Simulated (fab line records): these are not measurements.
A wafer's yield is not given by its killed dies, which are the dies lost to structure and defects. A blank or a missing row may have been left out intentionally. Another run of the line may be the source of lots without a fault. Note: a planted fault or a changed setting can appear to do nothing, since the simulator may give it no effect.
The same fault as seen by 2 desks / flow sky130 / every desk sees just its own numbers, and what lay behind them comes last

== AT THE TOOL OWNER'S DESK: implanter-02 ==
For each lot that ran on this tool, the mean over its sampled wafers that have a number, from the tool's own readings at SKY_LDD_HVN_IMPLANT_08. Any lot whose mean is over 4 standard deviations away from the usual mean is out of limits and marked OUT; that distance is given in the brackets.
Columns: A = beam_on_s at SKY_LDD_HVN_IMPLANT_08, usual 10.00 s
lot=L605; first seen here=day 20 05:40; A=10.24
lot=L607; first seen here=day 21 10:33; A=9.89
lot=L610; first seen here=day 22 06:39; A=9.90
lot=L611; first seen here=day 22 14:01; A=10.02
lot=L613; first seen here=day 23 14:13; A=9.76
lot=L615; first seen here=day 24 14:10; A=10.17
lot=L626; first seen here=day 27 14:55; A=10.13
This desk's verdict: no lot among the 7 shows anything out of limits.

== METROLOGY DESK ==
What the gauges read for every lot (on any tool): the sampled wafers with a number, averaged. Any lot whose mean is over 4 standard deviations away from the usual mean is out of limits and marked OUT; that distance is given in the brackets.
Columns: A = GATE_OXIDE_OVL at SKY_GATE_OXIDE_OVL_MEAS_10, usual 0.6 nm; B = LDD_HVN_TW at SKY_LDD_HVN_TW_MEAS_10, usual 1445; C = LDD_HVP_OVL at SKY_LDD_HVP_OVL_MEAS_07, usual 0.0 nm; D = LDD_LDN_OVL at SKY_LDD_LDN_OVL_MEAS_07, usual 0.5 nm
lot=L605; first seen here=day 13 19:08; A=-0.9; B=1434; C=1.3; D=-0.3
lot=L607; first seen here=day 14 18:35; A=-0.8; B=1446; C=-0.6; D=0.8
lot=L608; first seen here=day 15 02:41; A=0.9; B=1440; C=-2.2; D=0.7
lot=L610; first seen here=day 15 12:14; A=1.7; B=1436; C=0.8; D=1.0
lot=L611; first seen here=day 15 19:17; A=0.3; B=1454; C=0.6; D=-0.1
lot=L612; first seen here=day 16 02:35; A=0.9; B=1445; C=-0.5; D=0.8
lot=L613; first seen here=day 16 12:47; A=1.4; B=1441; C=-2.9; D=1.9
lot=L615; first seen here=day 17 16:08; A=1.7; B=1472; C=1.0; D=1.9
lot=L616; first seen here=day 18 00:23; A=0.3; B=1450; C=-2.0; D=-2.4
lot=L617; first seen here=day 18 00:41; A=1.5; B=1437; C=1.6; D=-0.5
lot=L621; first seen here=day 19 18:47; A=1.1; B=1439; C=0.2; D=-0.6
lot=L626; first seen here=day 21 01:39; A=1.2; B=1423; C=-1.7; D=0.7
lot=L627; first seen here=day 21 01:56; A=0.9; B=1460; C=1.2; D=-0.4
This desk's verdict: no lot among the 13 shows anything out of limits.

== BROUGHT TOGETHER ==
The desk of the tool owner found nothing out of limits.
From the metrology desk's view, nothing was out of limits.

== WHAT HAD BEEN PUT IN BY THE SIMULATOR ==
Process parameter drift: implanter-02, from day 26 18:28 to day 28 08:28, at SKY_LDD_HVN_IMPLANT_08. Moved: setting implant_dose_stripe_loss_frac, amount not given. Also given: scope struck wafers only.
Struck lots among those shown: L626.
